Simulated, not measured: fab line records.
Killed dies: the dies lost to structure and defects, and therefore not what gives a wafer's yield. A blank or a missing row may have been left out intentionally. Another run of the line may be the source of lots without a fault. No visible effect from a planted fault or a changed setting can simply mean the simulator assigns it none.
Matching of chambers | flow gf180mcu | GF_V5_CMP_26 on cmp-01: 4 sister chambers
The step polishes, stops on SiO2, t overpolish 15 s, target thk 0 nm. 8 wafers are shown with their chamber, then 7 later ones without.

== WAFERS, EACH WITH ITS CHAMBER ==
wafer  | chamber | time to endpoint s (s) | motor current A (A)
L856.5 | 3       | 85                     | 12.0
L857.5 | 3       | 89                     | 11.8
L857.6 | 0       | 88                     | 11.4
L859.1 | 2       | 80                     | 10.8
L859.5 | 0       | 82                     | 11.6
L859.6 | 1       | 81                     | 10.8
L861.1 | 2       | 80                     | 11.4
L861.3 | 1       | 79                     | 12.0

== WAFERS WITHOUT THEIR CHAMBER ==
wafer  | time to endpoint s (s) | motor current A (A)
L861.4 | 85                     | 11.9
L866.2 | 80                     | 11.0
L866.5 | 77                     | 11.0
L866.6 | 83                     | 11.2
L867.1 | 80                     | 10.3
L867.2 | 81                     | 11.9
L867.3 | 87                     | 11.8

== WHICH CHAMBER EACH WENT THROUGH ==
wafer  | from the rows above               | in truth
L861.4 | can't be placed: 3 or 0 or 1 or 2 | 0
L866.2 | can't be placed: 2 or 1 or 0      | 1
L866.5 | can't be placed: 2 or 1           | 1
L866.6 | can't be placed: 0 or 2 or 1 or 3 | 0
L867.1 | can't be placed: 2 or 1 or 0      | 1
L867.2 | can't be placed: 1 or 2 or 0 or 3 | 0
L867.3 | can't be placed: 3 or 0           | 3
Placed correctly: 0 of 7. Unplaceable from these rows: 7, with the true chamber sitting among the candidates in 7. Wrongly placed: 0.
How it was worked out, from the rows above alone: a wafer's distance from a chamber is the root of the sum, over the readings, of the square of ((its reading less the chamber's mean) divided by the reading's scatter). The wafer belongs to the nearest chamber; if the next one is less than 2 further off, it can't be placed. For every chamber, the mean is computed from those of its wafers that are shown. The scatter: take each reading less its chamber's mean, square it, sum over the shown wafers, divide by the number of wafers less the number of chambers, and take the root.
